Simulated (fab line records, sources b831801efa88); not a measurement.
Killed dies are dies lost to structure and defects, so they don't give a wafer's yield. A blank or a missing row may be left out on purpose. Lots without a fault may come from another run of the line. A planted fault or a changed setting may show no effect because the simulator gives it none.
A struck lot beside a sound one | flow sfq_line | 14 steps out of a route of 325
Sound: wafers L829.3, L829.4, L829.6. Struck: wafers L832.2, L832.3, L832.5. The cause comes at the end.
At each step with rows: each side's tool, then ch and its chambers, then its first start. Under that, the readings that differ: sound wafers | struck wafers | difference of the means | sigmas: that difference in standard deviations of wafers without a fault.
alike: readings whose means differ by less than 2 such deviations, and words and numbers that are the same on both sides. not compared: withheld readings, readings that some wafer has no value for, bounds like >300 that may hide the same value, and numbers for which the record gives no deviation and whose values overlap.
The two part at a step that has a row with sigmas, a row that says differs or no value, or rows on one side only. Numbers that don't overlap but have no deviation are shown without sigmas and don't part them. A reading that every wafer of one side lacks parts them only if that side has two wafers or more.

SFQ_TRILAYER_M2_BARC_OPEN_METAL_ETCH_077: etches BARC in O2, target depth 125 nm, time 41.7 s.
  sound on rie_metal-01 ch 0,1, day 44 16:07; struck on rie_metal-03 ch 0, day 45 05:18
  alike: drypump_motor_current_A, oes_product_au
  not compared: rf_hours_counter_h
SFQ_TRILAYER_M2_ETCH_METAL_ETCH_060: etches Nb in Cl2/Ar, stops on SiO2, target depth 240 nm, time 120 s.
  sound on rie_metal-01 ch 0,1, day 44 16:12; struck on rie_metal-03 ch 0, day 45 05:22
  reading               | sound             | struck            | difference | sigmas
  oes_product_au (a.u.) | 0.876 0.884 0.879 | 0.897 0.889 0.901 | +0.016     | +2
  alike: drypump_motor_current_A
  not compared: rf_hours_counter_h
SFQ_TRILAYER_M2_STRIP_STRIP_061: strips in O2.
  sound on rie_metal-01 ch 0,1, day 44 16:29; struck on rie_metal-03 ch 0, day 45 05:29
  alike: drypump_motor_current_A, oes_product_au
  not compared: rf_hours_counter_h
then, 1 step without rows for these wafers: SFQ_TRILAYER_M2_STRIP_SOLV_CLEAN_062 (cleans in NMP, time 600 s).
SFQ_TRILAYER_I2_DEP_PECVD_063: deposits SiO2 from SiH4/N2O, time 111.11 s, target thk 500 nm.
  sound on pecvd-02 ch 1,2, day 44 17:04; struck on pecvd-01 ch 0,2, day 45 06:16
  alike: heater_power_w, showerhead_vpp_V, throttle_valve_pct
  not compared: since_wet_clean_h
SFQ_TRILAYER_I2_CMP_CMP_064: polishes SiO2.
  sound on cmp-02 ch 0,3, day 44 19:01; struck on cmp-01 ch 0,1,3, day 45 08:02
  alike: motor_current_A, slurry_flow_ml_min, time_to_endpoint_s
SFQ_I2_BOW_MEAS_917:
  sound on film_metro-01, day 44 22:04; struck on film_metro-03, day 45 10:03
  alike: I2_BOW
then, 5 steps without rows for these wafers: SFQ_TRILAYER_I2_METRO_MEASURE_065; SFQ_TRILAYER_I2_VIA_LITHO_COAT_072 (resist thk 62 nm); SFQ_TRILAYER_I2_VIA_LITHO_COAT_067 (resist thk 650 nm); SFQ_TRILAYER_I2_VIA_LITHO_SOFTBAKE_071; SFQ_TRILAYER_I2_VIA_LITHO_EXPOSE_068 (exposes mask I2, target cd 500 nm).
-- the record jumps here: 6 days lie between the struck wafers' starts before and after --
SFQ_TRILAYER_I2_VIA_LITHO_PEB_070: peb time 60 s.
  sound on litho_track-02 ch 0, day 50 23:47; struck on litho_track-04 ch 0, day 51 11:46
  reading                  | sound                | struck               | difference | sigmas
  heater_power_total_W (W) | 79.03 79.20 79.08    | 77.64 77.64 77.67    | -1.45      | -22
  plate_temp_C (C)         | 115.07 115.13 115.14 | 113.37 113.24 113.26 | -1.82      | -13
then, 1 step without rows for these wafers: SFQ_TRILAYER_I2_VIA_LITHO_DEVELOP_069 (time 60 s).

WHERE THEY PART
First at SFQ_TRILAYER_M2_ETCH_METAL_ETCH_060; last, within this record, at SFQ_TRILAYER_I2_VIA_LITHO_PEB_070.

WHY: what the simulator had put in
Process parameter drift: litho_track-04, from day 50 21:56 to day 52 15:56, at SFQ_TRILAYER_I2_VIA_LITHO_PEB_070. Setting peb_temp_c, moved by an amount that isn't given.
